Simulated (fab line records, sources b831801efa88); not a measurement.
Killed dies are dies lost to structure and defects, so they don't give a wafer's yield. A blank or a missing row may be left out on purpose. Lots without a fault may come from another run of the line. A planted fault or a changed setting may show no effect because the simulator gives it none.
fab line records | flow sky130
record lots=7 wafers=21 last_day=50
route steps=708 shown LDD_N@252 LDD_P@255
lots that met no fault: from a run of the same line without faults
start_h: hours from the record's first day to the start of the lot's first wafer shown | wait_h: hours since the lot's step before | " the same as in the row above | L1.1+2: a row that stands for several wafers | - no value, or no start given | * or withheld: withheld | < > ~ a bound
route shown NAME@n: a module of which the file shows steps, and the number in the route of the first | usual: mean/standard deviation of fault-free wafers | same: alike in all rows | chamber/n: place in a boat | sites: the reading at each site | _std_site: their standard deviation | _edge_site: outer sites' mean less inner sites' | radius_mm: how far each site lies from the wafer's centre | mask NAME#n: copy n | behind: the tool/chamber that last shaped the wafer | hold: why the lot was held/for how many hours/how that ended | device: the transistor (n, p or np) that didn't switch | end of line: the same wafers' tests at the end of the route | a step without rows: its recipe alone | killed: dies lost to structure and defects at the first sort, not the wafer's yield | map: a wafer's dies, x killed, . not, _ none there
set.NAME: the setting as run; set.NAME@STEP: as run at that earlier step | model.NAME: the simulator's own value behind a step, which no gauge read
lots at some steps of the route; a table a step, a row a wafer
services: from which hour (start_h, from the record's first day; less than 0 if before it) a tool's chamber was out of use, for how many hours, and why
## steps
# step SKY_LDD_N_IMPLANT_15
# recipe species=BF2 energy_kev=50 dose_cm2=5e+12 tilt_deg=30 rotation_deg=270
# step SKY_LDD_N_STRIP_16
# recipe chemistry=O2/N2 power_w=1400 pressure_mtorr=1500 platen_temp_c=withheld o2_flow_sccm=3000 n2_flow_sccm=300 overash_fraction=0.5
# usual drypump_motor_current_A=5.5/0.38 oes_product_au=0.407/0.0045 strip_time_to_endpoint_s=4.313/0.014
# columns lot.wafer tool chamber start_h wait_h drypump_motor_current_A oes_product_au rf_hours_counter_h strip_time_to_endpoint_s
L200.3 plasma_asher-03 1 398.98 0.1 6.0 0.409 - 4.306
L200.5 " 0 " " 5.8 0.407 - 4.295
L200.6 " 1 " " 6.0 0.407 - 4.295
L201.1 plasma_asher-03 0 412.14 0.1 5.8 0.411 73 4.325
L201.3 " 1 " " 5.9 0.412 - 4.301
L201.6 " 1 " " 6.0 0.411 - 4.329
L214.1 plasma_asher-01 1 551.22 0.1 5.8 0.405 38 4.321
L214.3 " 0 " " 5.3 0.411 - 4.332
L214.4 " 1 " " 5.8 0.399 - 4.321
L215.1 plasma_asher-03 0 552.77 0.1 5.7 0.410 13 4.297
L215.5 " 0 " " 5.7 0.410 - 4.287
L215.6 " 1 " " 6.0 0.402 - 4.316
L216.2 plasma_asher-03 1 554.37 0.1 6.0 0.408 13 4.326
L216.3 " 1 " " 6.0 0.408 - 4.318
L216.6 " 1 " " 5.9 0.405 - 4.300
L218.2 plasma_asher-02 0 563.67 0.1 5.0 0.411 90 4.284
L218.4 " 0 " " 5.0 0.404 - 4.292
L218.6 " 1 " " 4.9 0.406 - 4.300
L223.1 plasma_asher-01 0 601.14 0.1 5.3 0.420 42 4.326
L223.2 " 1 " " 5.8 0.407 42 4.323
L223.4 " 0 " " 5.3 0.403 - 4.329
# step SKY_LDD_N_TW_MEAS_17
# usual LDD_N_TW=2554/40
# columns lot.wafer tool chamber start_h wait_h LDD_N_TW
L200.3 film_metro-03 - 399.06 0.1 2616
L200.5 " - " " 2614
L200.6 " - " " 2613
L201.1 film_metro-03 - 412.24 0.1 2608
L201.3 " - " " 2602
L201.6 " - " " 2601
L214.1 film_metro-03 - 551.32 0.1 2610
L214.3 " - " " 2592
L214.4 " - " " 2592
L215.1 film_metro-02 - 552.87 0.1 2575
L215.5 " - " " 2571
L215.6 " - " " 2558
L216.2 film_metro-02 - 554.48 0.1 2577
L216.3 " - " " 2576
L216.6 " - " " 2569
L218.2 film_metro-02 - 563.78 0.1 2577
L218.4 " - " " 2578
L218.6 " - " " 2584
L223.1 film_metro-02 - 601.24 0.1 2572
L223.2 " - " " 2592
L223.4 " - " " 2579
# step SKY_LDD_P_DEHYDRATE_00
# recipe temp_c=200 time_s=60
# step SKY_LDD_P_HMDS_01
# recipe prime_time_s=60 prime_temp_c=120
# step SKY_LDD_P_COAT_02
# recipe resist=NOVOLAK spin_rpm=3000 resist_thk_nm=1140
# step SKY_LDD_P_SOFTBAKE_03
# recipe temp_c=90 time_s=60 resist=NOVOLAK
# step SKY_LDD_P_EXPOSE_04
# recipe mask_id=PSDM na=0.6 source_shape=conventional sigma_outer=0.6 polarization=unpolarized target_cd_nm=380 dose_mj=138
# step SKY_LDD_P_PEB_05
# recipe temp_c=withheld time_s=* resist=NOVOLAK
# step SKY_LDD_P_DEVELOP_06
# recipe resist=NOVOLAK developer=TMAH develop_time_s=60 dev_temp_c=23
# step SKY_LDD_P_CD_MEAS_07
# recipe target_cd_nm=380
# usual cd_nm=379.7/3
# columns lot.wafer tool chamber start_h wait_h cd_nm
L200.3 cd_sem-01 - 429.17 0.1 380.3
L200.5 " - " " 381.3
L200.6 " - " " 381.2
L201.1 cd_sem-01 - 441.88 0.1 382.5
L201.3 " - " " 384.6
L201.6 " - " " 385.2
L214.1 cd_sem-01 - 580.16 0.1 383.2
L214.3 " - " " 384.6
L214.4 " - " " 385.9
L215.1 cd_sem-01 - 582.10 0.1 376.5
L215.5 " - " " 375.2
L215.6 " - " " 375.0
L216.2 cd_sem-01 - 583.75 0.1 376.7
L216.3 " - " " 380.8
L216.6 " - " " 380.3
L218.2 cd_sem-02 - 592.77 0.1 381.0
L218.4 " - " " 383.6
L218.6 " - " " 383.7
L223.1 cd_sem-01 - 630.05 0.1 380.4
L223.2 " - " " 376.2
L223.4 " - " " 379.5
# step SKY_LDD_P_OVL_MEAS_08
# usual LDD_P_OVL=-0.1/1.3
# columns lot.wafer tool chamber start_h wait_h LDD_P_OVL[nm]
L200.3 overlay-02 - 429.26 0.1 -1.5
L200.5 " - " " -1.6
L200.6 " - " " -2.2
L201.1 overlay-02 - 442.00 0.1 -1.7
L201.3 " - " " -0.8
L201.6 " - " " -1.3
L214.1 overlay-01 - 580.28 0.1 0.3
L214.3 " - " " -0.7
L214.4 " - " " 0.7
L215.1 overlay-01 - 582.22 0.1 0.6
L215.5 " - " " -1.3
L215.6 " - " " -1.2
L216.2 overlay-01 - 583.86 0.1 -2.3
L216.3 " - " " -0.8
L216.6 " - " " -1.7
L218.2 overlay-02 - 592.88 0.1 -0.8
L218.4 " - " " -1.1
L218.6 " - " " -1.7
L223.1 overlay-01 - 630.17 0.1 0.9
L223.2 " - " " -0.4
L223.4 " - " " 0.5
# step SKY_LDD_P_IMPLANT_09
# recipe species=BF2 energy_kev=25 dose_cm2=1e+13 tilt_deg=withheld
# usual beam_energy_keV=25.001/0.0069 beam_on_s=10.00/0.2 dose_ions_cm2=1e+13/1.1e+10 implant_ion_amu=49/0
# columns lot.wafer tool chamber start_h wait_h beam_energy_keV beam_on_s dose_ions_cm2 implant_ion_amu
L200.3 implanter-02 0 429.34 0.1 24.992 10.21 1.0011e+13 49
L200.5 " 0 " " 24.997 9.80 1.0013e+13 49
L200.6 " 0 " " 24.997 10.10 9.99e+12 49
L201.1 implanter-02 0 442.04 0.0 25.002 9.71 1.0016e+13 49
L201.3 " 0 " " 25.000 10.27 1.0004e+13 49
L201.6 " 0 " " 25.006 10.01 1.0015e+13 49
L214.1 implanter-02 - 580.31 0.0 - - - -
L214.3 " - " " - - - -
L214.4 " - " " - - - -
L215.1 implanter-03 - 582.26 0.0 - - - -
L215.5 " - " " - - - -
L215.6 " - " " - - - -
L216.2 implanter-04 - 583.91 0.0 - - - -
L216.3 " - " " - - - -
L216.6 " - " " - - - -
L218.2 implanter-02 0 592.93 0.0 24.994 10.18 9.984e+12 49
L218.4 " 0 " " 25.002 9.88 9.997e+12 49
L218.6 " 0 " " 24.989 10.18 9.997e+12 49
L223.1 implanter-04 0 630.21 0.0 24.999 9.99 9.991e+12 49
L223.2 " 0 " " 25.002 10.06 9.993e+12 49
L223.4 " 0 " " 24.990 9.90 9.993e+12 49
# step SKY_LDD_P_STRIP_10
# recipe chemistry=O2/N2 power_w=1400 pressure_mtorr=1500 platen_temp_c=withheld o2_flow_sccm=3000 n2_flow_sccm=300 overash_fraction=0.5
# usual drypump_motor_current_A=5.6/0.35 oes_product_au=0.715/0.0046 strip_time_to_endpoint_s=14.17/0.033
# columns lot.wafer tool chamber start_h wait_h drypump_motor_current_A oes_product_au rf_hours_counter_h strip_time_to_endpoint_s
L200.3 plasma_asher-04 0 429.47 0.1 5.0 0.716 - 14.20
L200.5 " 0 " " 4.9 0.711 - 14.15
L200.6 " 1 " " 5.9 0.724 - 14.16
L201.1 plasma_asher-03 0 442.19 0.1 5.8 0.717 1 14.12
L201.3 " 0 " " 5.8 0.713 - 14.16
L201.6 " 0 " " 5.8 0.715 - 14.12
L214.1 plasma_asher-01 0 580.46 0.1 5.3 0.719 40 14.16
L214.3 " 1 " " 5.8 0.709 - 14.16
L214.4 " 0 " " 5.3 0.711 - 14.17
L215.1 plasma_asher-03 0 582.41 0.1 5.8 0.716 16 14.21
L215.5 " 1 " " 6.0 0.720 - 14.21
L215.6 " 0 " " 5.8 0.717 - 14.20
L216.2 plasma_asher-04 0 584.04 0.1 5.0 0.705 77 14.15
L216.3 " 0 " " 5.0 0.710 - 14.13
L216.6 " 0 " " 5.0 0.716 - 14.18
L218.2 plasma_asher-04 0 593.06 0.1 5.0 0.713 78 14.16
L218.4 " 1 " " 5.9 0.716 - 14.17
L218.6 " 0 " " 5.0 0.715 - 14.16
L223.1 plasma_asher-04 1 630.36 0.1 5.9 0.716 81 14.14
L223.2 " 0 " " 5.0 0.714 81 14.13
L223.4 " 0 " " 4.9 0.717 - 14.14
# step SKY_LDD_P_TW_MEAS_11
# usual LDD_P_TW=639/4.3
# columns lot.wafer tool chamber start_h wait_h LDD_P_TW
L200.3 film_metro-03 - 432.32 2.8 641
L200.5 " - " " 646
L200.6 " - " " 645
L201.1 film_metro-03 - 442.29 0.1 644
L201.3 " - " " 646
L201.6 " - " " 640
L214.1 film_metro-03 - 580.56 0.1 30
L214.3 " - " " 30
L214.4 " - " " 30
L215.1 film_metro-01 - 582.51 0.1 30
L215.5 " - " " 30
L215.6 " - " " 30
L216.2 film_metro-03 - 584.15 0.1 30
L216.3 " - " " 30
L216.6 " - " " 30
L218.2 film_metro-02 - 593.17 0.1 636
L218.4 " - " " 633
L218.6 " - " " 633
L223.1 film_metro-03 - 630.46 0.1 644
L223.2 " - " " 645
L223.4 " - " " 643
## services
# columns tool chamber start_h hours kind
implanter-02 - 379.66 4.1 repair
plasma_asher-03 - 382.99 1.5 repair
plasma_asher-02 - 386.27 1.2 repair
plasma_asher-01 - 419.64 2.3 repair
plasma_asher-03 - 421.25 9.0 pm
plasma_asher-03 0 421.25 9.0 vent_cycle
plasma_asher-03 1 421.25 9.0 vent_cycle
plasma_asher-03 0 430.25 - clean
plasma_asher-03 1 430.25 - clean
implanter-04 - 432.14 2.2 repair
implanter-03 - 434.52 0.9 repair
plasma_asher-01 - 439.77 1.3 repair
plasma_asher-01 - 440.70 2.7 repair
plasma_asher-02 - 450.08 9.2 repair
implanter-02 - 472.74 2.0 repair
implanter-03 - 486.14 2.0 repair
implanter-02 - 486.66 2.1 pm
implanter-03 - 506.87 3.0 repair
implanter-04 - 521.01 0.5 repair
implanter-02 - 548.05 1.2 repair
implanter-02 - 604.16 1.7 repair
plasma_asher-02 - 610.52 5.1 repair
implanter-02 - 618.49 4.6 pm
## key
first_sign step=SKY_LDD_P_IMPLANT_09 reading=tool_record direction=missing
effect step=SKY_LDD_P_TW_MEAS_11 reading=LDD_P_TW direction=down sigmas=99+ usual=639 struck=30
met_at SKY_LDD_P_IMPLANT_09
struck_wafers L214.1,L214.3,L214.4,L215.1,L215.5,L215.6,L216.2,L216.3,L216.6
later_rows_left_out L214.1,L214.3,L214.4,L215.1,L215.5,L215.6,L216.2,L216.3,L216.6
sort_left_out L214.1,L214.3,L214.4,L215.1,L215.5,L215.6,L216.2,L216.3,L216.6
tester_left_out L214,L215,L216
onset_between 442.04 580.31
fault kind=skipped_step_whole tool=implanter-02,implanter-03,implanter-04 chamber=- onset_h=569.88 steps=SKY_LDD_P_IMPLANT_09 scope=struck_lots_only
# tester_left_out: of these lots the tester's yield and bins aren't shown, on N5 and GAA mostly nor the transistor test; their killed dies are dies lost to structure and defects alone, not to doping, threshold or leakage, so they don't give the yield
# sort_left_out: the simulated sort isn't trusted on such a fault, so these wafers' sort isn't shown, and their yield isn't known
# later_rows_left_out: the simulator's readings of these wafers behind a module that went badly wrong aren't trusted and aren't shown, but for the sort
